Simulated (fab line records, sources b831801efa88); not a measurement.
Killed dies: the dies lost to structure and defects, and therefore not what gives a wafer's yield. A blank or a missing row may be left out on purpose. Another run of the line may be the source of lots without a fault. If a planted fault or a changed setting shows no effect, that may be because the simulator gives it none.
Struck lot and sound lot, side by side	flow sky130	35 steps out of a route of 708
Sound: these wafers, L212.1, L212.3, L212.4. Wafers struck: L218.1, L218.2, L218.4. Last of all comes the cause.
Order at every step that has rows: each side's tool, ch and its chambers, its first start. Under that, the readings that differ: sound wafers	struck wafers	difference of the means	sigmas: that difference in standard deviations of wafers without a fault.
alike: same words and numbers on both sides, and readings whose means sit less than 2 such deviations apart. not compared: any withheld reading, any reading some wafer has no value for, any bound like >300 that may hide the same value, and any number with overlapping values for which the record gives no deviation.
Wherever a step has rows on one side only, a row that says differs or no value, or a row with sigmas, the two part there. Numbers that don't overlap but have no deviation are shown without sigmas and don't part them. A reading missing from all wafers of one side parts the sides only when that side holds two or more wafers.

first, 4 steps without rows for these wafers: SKY_METAL5_SOFTBAKE_10 (time 60 s); SKY_METAL5_EXPOSE_11 (exposes mask MM5, target cd 1600 nm); SKY_METAL5_PEB_12; SKY_METAL5_DEVELOP_13 (develop time 60 s).
SKY_METAL5_DESCUM_14: chemistry O2, time 11 s.
  sound on rie metal-03 ch 0,1, day 45 05:55; struck on rie metal-03 ch 0,1, day 46 22:31
  alike: drypump motor current A, oes product au
  not compared: rf hours counter h
then, 1 step without rows for these wafers: SKY_METAL5_METAL_ETCH_15 (etches the open film in Cl2/BCl3, stops on SiO2, target depth 1260 nm, time 252 s).
SKY_METAL5_STRIP_16: strips in O2/N2.
  sound on plasma asher-01 ch 0,1, day 45 06:11; struck on plasma asher-01 ch 0,1, day 46 22:47
  alike: drypump motor current A, oes product au, strip time to endpoint s
  not compared: rf hours counter h
then, 3 steps without rows for these wafers: SKY_METAL5_STRIP_17 (strips in post etch residue remover, time 1200 s); SKY_METAL5_CLEAN_18 (cleans in IPA, time 180 s); SKY_METAL5_CLEAN_19 (cleans in O3/DIW).
SKY_PASSIVATION_CVD_00: deposits SiO2, target thk 90 nm.
  sound on pecvd-01 ch 0,1, day 45 06:47; struck on pecvd-01 ch 0,1,2, day 46 23:23
  alike: heater power w
SKY_PASSIVATION_THK_MEAS_01:
  sound on film metro-03, day 45 06:48; struck on film metro-02, day 46 23:24
  alike: PASSIVATION_CVD_00_THK
SKY_PASSIVATION_CVD_02: deposits Si3N4, target thk 540 nm.
  sound on pecvd-04 ch 0,1,2, day 45 06:52; struck on pecvd-04 ch 0,1, day 46 23:28
reading	sound	struck	difference	sigmas
model.Si3N4_of_PASSIVATION_CVD_02.thk nm (nm)	537.8 536.2 536.2	705.6 711.9 715.8	+174.4	
  alike: heater power w
SKY_PASSIVATION_THK_MEAS_03:
  sound on film metro-01, day 45 07:05; struck on film metro-03, day 46 23:41
reading	sound	struck	difference	sigmas
PASSIVATION_CVD_02_THK (nm)	538 536 536	706 713 716	+175	+26
then, 8 steps without rows for these wafers: SKY_PASSIVATION_DEHYDRATE_04 (time 60 s); SKY_PASSIVATION_HMDS_05 (prime time 60 s); SKY_PASSIVATION_COAT_06 (resist thk 3000 nm); SKY_PASSIVATION_SOFTBAKE_07; SKY_PASSIVATION_EXPOSE_08 (exposes mask NSM, target cd 3000 nm); SKY_PASSIVATION_PEB_09; SKY_PASSIVATION_DEVELOP_10 (develop time 60 s); SKY_PASSIVATION_ETCH_11 (etches the open film in CF4/O2, stops on AlCu, target depth 725 nm, time 161.1 s).
SKY_PASSIVATION_STRIP_12: strips in O2/N2.
  sound on plasma asher-04 ch 0,1, day 46 04:41; struck on plasma asher-04 ch 0,1, day 47 20:04
  alike: drypump motor current A, oes product au, strip time to endpoint s
  not compared: rf hours counter h
then, 8 steps without rows for these wafers: SKY_PAD_OPEN_DEHYDRATE_00 (time 60 s); SKY_PAD_OPEN_HMDS_01 (prime time 60 s); SKY_PAD_OPEN_COAT_02 (resist thk 3000 nm); SKY_PAD_OPEN_SOFTBAKE_03; SKY_PAD_OPEN_EXPOSE_04 (exposes mask PDM, target cd 60000 nm); SKY_PAD_OPEN_PEB_05; SKY_PAD_OPEN_DEVELOP_06 (develop time 60 s); SKY_PAD_OPEN_ETCH_07 (etches the open film in CF4/O2, stops on AlCu, target depth 725 nm, time 161.1 s).
SKY_PAD_OPEN_STRIP_08: strips in O2/N2.
  sound on plasma asher-04 ch 0,1, day 47 01:35; struck on plasma asher-04 ch 0,1, day 48 15:44
  alike: drypump motor current A, oes product au, strip time to endpoint s
  not compared: rf hours counter h
SKY_PAD_OPEN_STRIP_09: strips in post etch residue remover, time 1200 s.
  sound on wet bench-04 ch 3, day 47 01:41; struck on wet bench-02 ch 3, day 48 15:50
reading	sound	struck	difference	sigmas
model.Si3N4_of_PASSIVATION_CVD_02.thk nm (nm)	537.5 535.9 535.8	705.3 711.5 715.5	+174.4	
then, 1 step without rows for these wafers: SKY_PAD_OPEN_CLEAN_10 (cleans in IPA, time 180 s).
SKY_PAD_OPEN_PROBE_99:
  sound on prober-02, day 47 05:05; struck on prober-02, day 48 17:57
  alike: defect limited yield, killed_at_M0_to_M3, killed_at_M4_up, killed at contacts, killed at front end, killed at other, killed dies, killed open, killed short, sort_bin_3_pad_short, sort_bin_5_function, sort_bin_6_memory, sort n pass, sort yield pct

== WHERE THEY PART ==
Within this record, at SKY_PASSIVATION_THK_MEAS_03 only. Later steps at which nothing parts them and some readings are alike: SKY_PASSIVATION_STRIP_12, SKY_PAD_OPEN_STRIP_08, SKY_PAD_OPEN_PROBE_99.

WHY: whatever the simulator had introduced
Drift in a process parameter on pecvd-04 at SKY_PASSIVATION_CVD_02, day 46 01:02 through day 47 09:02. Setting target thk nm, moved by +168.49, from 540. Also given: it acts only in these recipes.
